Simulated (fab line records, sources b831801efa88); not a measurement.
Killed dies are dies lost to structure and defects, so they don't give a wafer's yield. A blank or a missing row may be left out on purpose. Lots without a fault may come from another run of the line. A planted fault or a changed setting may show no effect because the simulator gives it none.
Which tool did it? | flow sky130 | 6 lots, 18 wafers sampled, at 1 step of a route of 708

WHAT THE GAUGES READ, wafer by wafer
SKY_FIELD_ISO_THK_MEAS_02.
lot  | measured    | on            | FIELD_ISO_OXIDATION_00_THK (nm)
L282 | day 1 22:13 | film_metro-03 | 11.90 11.94 11.99
L284 | day 2 07:44 | film_metro-03 | 12.13 12.19 12.24
L288 | day 3 05:05 | film_metro-04 | 11.70 11.39 11.42
L291 | day 4 01:59 | film_metro-04 | 11.90 11.75 11.84
L295 | day 4 15:27 | film_metro-02 | 11.96 12.19 12.09
L301 | day 5 21:46 | film_metro-02 | 11.58 11.91 11.94

WHICH TOOL RAN EACH LOT (tool, then ch and the chambers of the sampled wafers, then the start)
The record holds no process step before these readings.

THE ANSWER, worked out from the rows above alone
Rule: what is usual is taken from the lots themselves. Put in order of their means at a reading, lots are off if they are a third of the lots or fewer, leave a main group of 4 or more, and stand apart from it by a gap of 3 or more times the standard deviation of the main group's means; of several such gaps the widest counts. A main group whose means are all the same, to the digits that the tables above print for the reading, isn't used. A lot without any number at a reading at which 4 lots or more have one is off too. The other lots that the step has rows for count as sound.
No lot is off at any reading shown: from this, nothing can be told.

WHAT THE SIMULATOR HAD PUT IN
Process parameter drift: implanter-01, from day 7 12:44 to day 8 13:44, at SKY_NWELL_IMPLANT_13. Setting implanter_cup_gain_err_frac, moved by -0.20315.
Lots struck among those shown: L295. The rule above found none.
